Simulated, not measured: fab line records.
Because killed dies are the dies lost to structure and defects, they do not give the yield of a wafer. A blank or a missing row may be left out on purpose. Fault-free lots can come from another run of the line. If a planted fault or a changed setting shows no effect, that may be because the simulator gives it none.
Which of the tools did it? -- flow gf180mcu -- 18 wafers from 6 lots sampled at 3 of the route's 602 steps

## WHAT EACH GAUGE READ, for each wafer
GF_HV_LDD_TW_MEAS_38.
lot,measured,on,HV_LDD_3_TW
L297,day 12 10:19,film metro-01,1436 1429 1431
L301,day 14 00:26,film metro-04,1447 1442 1443
L304,day 14 17:11,film metro-01,1448 1445 1450
L311,day 16 19:17,film metro-01,1314 1327 1323
L314,day 17 16:10,film metro-04,1441 1447 1449
L316,day 18 11:08,film metro-01,1431 1421 1430

## WHICH TOOL RAN EACH LOT (tool, then ch and the chambers of the sampled wafers, then the start)
lot,GF_POLY_GATE_STRIP_14,GF_HV_LDD_IMPLANT_35
L297,"plasma asher-01 ch 0,1, day 9 20:47","implanter-01 ch 0, day 12 09:55"
L301,"plasma asher-02 ch 0,1, day 11 08:25","implanter-04 ch 0, day 14 00:04"
L304,"plasma asher-01 ch 0, day 12 00:52","implanter-01 ch 0, day 14 16:48"
L311,"plasma asher-01 ch 0,1, day 13 22:20","implanter-04 ch 0, day 16 18:53"
L314,"plasma asher-02 ch 0,1, day 14 19:05","implanter-03 ch 0, day 17 15:46"
L316,"plasma asher-02 ch 0,1, day 15 09:59","implanter-03 ch 0, day 18 10:44"
- GF_POLY_GATE_STRIP_14: strips in O2/N2.
- GF_HV_LDD_IMPLANT_35

## THE ANSWER, worked out from the rows above alone
Rule: what is usual is taken from the lots themselves. Put in order of their means at a reading, lots are off if they are a third of the lots or fewer, leave a main group of 4 or more, and stand apart from it by a gap of 3 or more times the standard deviation of the main group's means; of several such gaps the widest counts. A main group whose means are all the same, to the digits that the tables above print for the reading, isn't used. Also off: a lot with no number at a reading for which 4 or more lots have one. Any other lot the step has rows for is counted as sound.
Off: L311, seen at GF_HV_LDD_TW_MEAS_38 (HV_LDD_3_TW). For the main group the mean is 1439 and the standard deviation 8.1.
If a tool, at a process step before that reading, ran all the lots that are off and no sound lot after the first of them, it fits. Those tools and the gauges at GF_HV_LDD_TW_MEAS_38 are tried in the same way. This does not decide it: 2 tools fit, namely plasma asher-01 at GF_POLY_GATE_STRIP_14 and implanter-04 at GF_HV_LDD_IMPLANT_35.

## WHAT WAS PUT IN BY THE SIMULATOR
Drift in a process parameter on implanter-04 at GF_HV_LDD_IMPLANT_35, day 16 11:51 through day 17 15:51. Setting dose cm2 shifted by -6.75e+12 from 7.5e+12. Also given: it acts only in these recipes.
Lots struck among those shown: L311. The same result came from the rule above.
